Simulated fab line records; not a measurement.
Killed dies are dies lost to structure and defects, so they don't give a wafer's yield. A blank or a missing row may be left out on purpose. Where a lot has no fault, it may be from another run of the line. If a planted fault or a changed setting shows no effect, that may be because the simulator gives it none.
One fault through the eyes of 2 desks    flow gf180mcu    only its own numbers are on each desk; what lay behind them is given at the end

== DESK OF THE TOOL OWNER: cvdW-02 ==
The tool's own readings at GF_V3_CVD_23 (deposits W, target thk 350 nm, time 104.9 s): means of the sampled wafers that have a number, for each lot that ran on this tool. The brackets show how far a lot's mean lies from the usual mean; more than 4 standard deviations puts the lot out of limits, marked OUT.
Columns: A = heaterPowerW at GF_V3_CVD_23, usual 898 W
lot   first seen here  A
L658  day 23 04:40     926
L659  day 23 11:41     903
L661  day 24 05:06     863
L663  day 25 02:31     928
L670  day 27 21:01     904
L675  day 28 15:23     903
L676  day 29 07:02     921
L677  day 29 13:48     944
Finding of this desk: none of the 8 lots has anything out of limits.

== THE METROLOGY DESK ==
What the gauges read for every lot (on any tool): the sampled wafers with a number, averaged. The brackets show how far a lot's mean lies from the usual mean; more than 4 standard deviations puts the lot out of limits, marked OUT.
Columns: A = cdNm at GF_M3_CD_MEAS_14, usual 280.0 nm; B = M3_OVL at GF_M3_OVL_MEAS_15, usual 1 nm; C = V3_W_RS at GF_V3_RS_MEAS_24, usual 0.328 ohm/sq; D = V3_W_THK at GF_V3_THK_MEAS_25, usual 351 nm
lot   first seen here  A      B   C                D
L658  day 22 03:21     280.8  0   0.325            361
L659  day 22 10:28     279.1  -5  0.330            347
L661  day 23 04:10     279.7  1   0.282 (-10) OUT  409 (+9.2) OUT
L662  day 23 13:43     278.8  2   0.332            352
L663  day 24 01:36     280.6  3   0.276 (-12) OUT  422 (+11) OUT
L670  day 26 22:14     278.9  9   0.325            354
L674  day 27 11:31     280.0  -3  0.327            345
L675  day 27 17:34     280.0  -1  0.329            343
L676  day 28 09:20     280.3  0   0.330            351
L677  day 28 15:46     281.3  3   0.326            346
L678  day 28 22:55     279.1  -1  0.325            357
Finding of this desk: L661, L663 out of limits, first seen on L661 at day 24 05:14 (V3_W_RS at GF_V3_RS_MEAS_24). Within limits: L658, L659, L662, L670, L674, L675, L676, L677, L678.

== ALL TOGETHER ==
At day 24 05:14 the metrology desk could have sounded an alarm, on L661, L663.
The desk of the tool owner found nothing out of limits.
On record at the tool owner's desk: L661, L663, within its limits.
All the named lots went through GF_V3_CVD_23 on cvdW-02.

== WHAT THE SIMULATOR HAD PUT IN ==
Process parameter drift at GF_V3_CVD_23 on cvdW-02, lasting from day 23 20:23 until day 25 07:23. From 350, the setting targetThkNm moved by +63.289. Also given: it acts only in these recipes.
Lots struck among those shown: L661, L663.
Per desk, hours elapsed from the start of the fault to the first reading out of limits: for the metrology desk, 9.
